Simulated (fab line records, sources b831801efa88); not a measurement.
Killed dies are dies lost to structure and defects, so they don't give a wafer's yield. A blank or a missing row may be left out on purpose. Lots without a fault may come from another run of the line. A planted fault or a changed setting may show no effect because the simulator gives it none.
Which tool did it? | flow sky130 | 7 lots, 21 wafers sampled, at 3 steps of a route of 708

WHAT THE GAUGES READ, wafer by wafer
SKY_VIA3_OVL_MEAS_13.
lot  | measured     | on         | VIA3_OVL (nm)
L827 | day 39 15:16 | overlay-01 | -10 -11 -3
L830 | day 40 22:13 | overlay-02 | -2 1 6
L836 | day 42 20:52 | overlay-02 | -3 -3 3
L838 | day 43 12:37 | overlay-01 | -2 4 -1
L841 | day 44 16:13 | overlay-01 | - - -
L847 | day 46 01:01 | overlay-01 | -8 -3 -8
L849 | day 46 11:03 | overlay-02 | 0 -3 -5

WHICH TOOL RAN EACH LOT (tool, then ch and the chambers of the sampled wafers, then the start)
lot  | SKY_METAL3_ETCH_17                 | SKY_VIA3_DEVELOP_11
L827 | rie_diel-04 ch 2,3, day 38 12:37   | litho_track-03 ch 0, day 39 15:00
L830 | rie_diel-03 ch 0,2,3, day 39 19:35 | litho_track-04 ch 0, day 40 21:00
L836 | rie_diel-03 ch 1,2, day 41 20:46   | litho_track-02 ch 0, day 42 20:00
L838 | rie_diel-03 ch 0,1,2, day 42 13:01 | litho_track-02 ch 0, day 43 12:00
L841 | rie_diel-04 ch 1,2,3, day 43 16:29 | litho_track-03, day 44 15:00
L847 | rie_diel-03 ch 1,3, day 45 01:58   | litho_track-04 ch 0, day 46 00:00
L849 | rie_diel-02 ch 0,2, day 45 12:50   | litho_track-02 ch 0, day 46 10:00
- SKY_METAL3_ETCH_17: etches SiO2 in C4F8/O2/Ar, stops on TiN, time 3.9 s, target depth 15 nm.
- SKY_VIA3_DEVELOP_11: develop time 60 s.

THE ANSWER, worked out from the rows above alone
Rule: what is usual is taken from the lots themselves. Put in order of their means at a reading, lots are off if they are a third of the lots or fewer, leave a main group of 4 or more, and stand apart from it by a gap of 3 or more times the standard deviation of the main group's means; of several such gaps the widest counts. A main group whose means are all the same, to the digits that the tables above print for the reading, isn't used. A lot without any number at a reading at which 4 lots or more have one is off too. The other lots that the step has rows for count as sound.
Off: L841, at SKY_VIA3_OVL_MEAS_13 (VIA3_OVL). Without a number there: L841. The main group: mean -3 nm, standard deviation 3.5.
A tool fits if, at a process step before that reading, it ran every lot that is off, and no sound lot after the first of them. The gauges at SKY_VIA3_OVL_MEAS_13 are tried like those tools. Can't be told from this: 2 tools fit, rie_diel-04 at SKY_METAL3_ETCH_17, litho_track-03 at SKY_VIA3_DEVELOP_11.

WHAT THE SIMULATOR HAD PUT IN
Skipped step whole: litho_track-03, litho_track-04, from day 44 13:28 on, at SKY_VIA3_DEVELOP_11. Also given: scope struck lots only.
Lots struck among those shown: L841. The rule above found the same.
